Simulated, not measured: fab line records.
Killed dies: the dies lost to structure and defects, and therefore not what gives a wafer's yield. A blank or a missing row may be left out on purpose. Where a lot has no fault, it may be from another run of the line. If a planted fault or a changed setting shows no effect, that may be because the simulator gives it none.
Chamber matching ; flow sky130 ; 4 sister chambers for SKY_FIELD_ISO_CMP_27 on cmp-02
The step polishes, stops on Si3N4, t overpolish 16 s, target thk 457.8 nm. 8 wafers are shown with their chamber, then 9 later ones without.

WAFERS, EACH WITH ITS CHAMBER
wafer;chamber;motor-current-A (A)
L739.1;0;11.4
L741.5;3;15.8
L742.2;1;9.4
L742.5;1;9.3
L742.6;2;12.4
L743.2;3;15.2
L743.4;2;12.2
L743.6;0;10.9

WAFERS WITHOUT THEIR CHAMBER
wafer;motor-current-A (A)
L744.1;12.5
L744.2;10.6
L744.3;15.4
L745.1;15.6
L745.4;12.5
L745.5;16.0
L755.1;10.4
L755.4;16.0
L755.5;11.0

WHICH CHAMBER EACH WENT THROUGH
wafer;from the rows above;in truth
L744.1;2;2
L744.2;0;0
L744.3;3;3
L745.1;3;3
L745.4;2;2
L745.5;3;3
L755.1;can't be placed: 0 or 1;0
L755.4;3;3
L755.5;0;0
Correct placement for 8 of the 9. These rows do not allow placing 1 (true chamber among the candidates in 1). Placed wrongly: 0.
How it was worked out, from the rows above alone: a wafer's distance from a chamber is the root of the sum, over the readings, of the square of ((its reading less the chamber's mean) divided by the reading's scatter). The wafer belongs to the nearest chamber; if the next one is less than 2 further off, it can't be placed. A chamber's mean is the mean of its shown wafers. The scatter: the root of (the sum of the squares of (reading less its chamber's mean) over the shown wafers, divided by (wafers less chambers)).
